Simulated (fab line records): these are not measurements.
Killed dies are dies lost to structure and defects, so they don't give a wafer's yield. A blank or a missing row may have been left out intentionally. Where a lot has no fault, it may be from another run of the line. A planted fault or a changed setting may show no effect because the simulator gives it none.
Check of tool commonality -- flow sky130 -- Lots sampled 12, wafers sampled 42

== WHY IT WAS OPENED ==
2 of 12 lots carry a flag on the reading NWELL_RS at SKY_NWELL_RS_MEAS_29. Wafers without a fault read 624.8 ohm/sq, standard deviation 1.5.
Rule: a lot gets a flag if all its wafers with a number sit over 4 standard deviations from that mean, or if no wafer of it has a number. As for the other lots, they are considered sound.

lot,measured,on,"NWELL_RS (ohm/sq), wafer by wafer",flag
L195,day 5 05:56,film metro-04,626.0 624.5 626.2,
L196,day 5 13:51,film metro-03,623.9 621.9 623.4,
L198,day 6 02:30,film metro-03,624.4 626.2 624.8,
L199,day 6 06:52,film metro-02,624.0 623.5 623.9,
L200,day 6 17:44,film metro-04,626.0 625.8 625.5,
L202,day 7 01:32,film metro-02,624.7 623.9 622.6,
L206,day 8 08:22,film metro-04,596.2 595.3 596.0 595.1 595.6 595.7,FLAGGED
L207,day 8 11:10,film metro-02,625.7 625.1 626.2,
L208,day 8 17:50,film metro-03,595.0 595.3 595.4 595.5 596.5 596.7,FLAGGED
L216,day 10 22:47,film metro-02,625.0 624.0 624.8,
L217,day 11 11:55,film metro-02,625.9 626.8 625.9,
L218,day 11 12:19,film metro-04,625.9 625.0 624.0,
The numbers of the flagged lots are 595.7 ohm/sq on average: -29.1 ohm/sq against the usual, or -19 standard deviations.

== TOOL THAT RAN EACH LOT ==
The record holds 1 process step before the reading, out of a route of 708 steps. Each cell gives the tool, then ch followed by the chambers the sampled wafers passed through, then the start.
lot,flag,SKY_NWELL_IMPLANT_12
L195,,"implanter-03 ch 0, day 4 11:46"
L196,,"implanter-01 ch 0, day 4 19:29"
L198,,"implanter-03 ch 0, day 5 07:14"
L199,,"implanter-01 ch 0, day 5 11:04"
L200,,"implanter-01 ch 0, day 5 17:25"
L202,,"implanter-01 ch 0, day 6 06:55"
L206,FLAGGED,"implanter-02 ch 0, day 7 12:01"
L207,,"implanter-01 ch 0, day 7 15:34"
L208,FLAGGED,"implanter-02 ch 0, day 7 20:04"
L216,,"implanter-01 ch 0, day 9 23:16"
L217,,"implanter-02 ch 0, day 10 11:40"
L218,,"implanter-03 ch 0, day 10 12:04"
What is done by these steps:
- SKY_NWELL_IMPLANT_12
- SKY_NWELL_RS_MEAS_29: measures by four-point-probe.

== FLAGGED AGAINST TOTAL, ONE TOOL AT A TIME (gauges that did the reading follow at the end) ==
step,tool,lots run,flagged,share of the flagged lots,sound lots run after its first flagged lot
SKY_NWELL_IMPLANT_12,implanter-01,6,0,none,-
SKY_NWELL_IMPLANT_12,implanter-02,3,2,all,1 (L217)
SKY_NWELL_IMPLANT_12,implanter-03,3,0,none,-
SKY_NWELL_RS_MEAS_29,film metro-02,5,0,none,-
SKY_NWELL_RS_MEAS_29,film metro-03,3,1,some,0
SKY_NWELL_RS_MEAS_29,film metro-04,4,1,some,1 (L218)

== WHAT THE TABLE ALLOWS ==
All flagged lots share 1 row of the table, namely implanter-02 at SKY_NWELL_IMPLANT_12.
- implanter-02 at SKY_NWELL_IMPLANT_12 ran 3 lots, 2 of them flagged. Sound lots followed the first flagged one (L217) on it, something a lasting fault affecting the whole tool could not allow. Its own readings lie more than 4 standard deviations out on every wafer of the flagged lots: dose ions cm2, faraday current uA.
Not one row of the table ran every flagged lot while running no sound lot after the first.

== WHAT THE SIMULATOR HAD PUT IN ==
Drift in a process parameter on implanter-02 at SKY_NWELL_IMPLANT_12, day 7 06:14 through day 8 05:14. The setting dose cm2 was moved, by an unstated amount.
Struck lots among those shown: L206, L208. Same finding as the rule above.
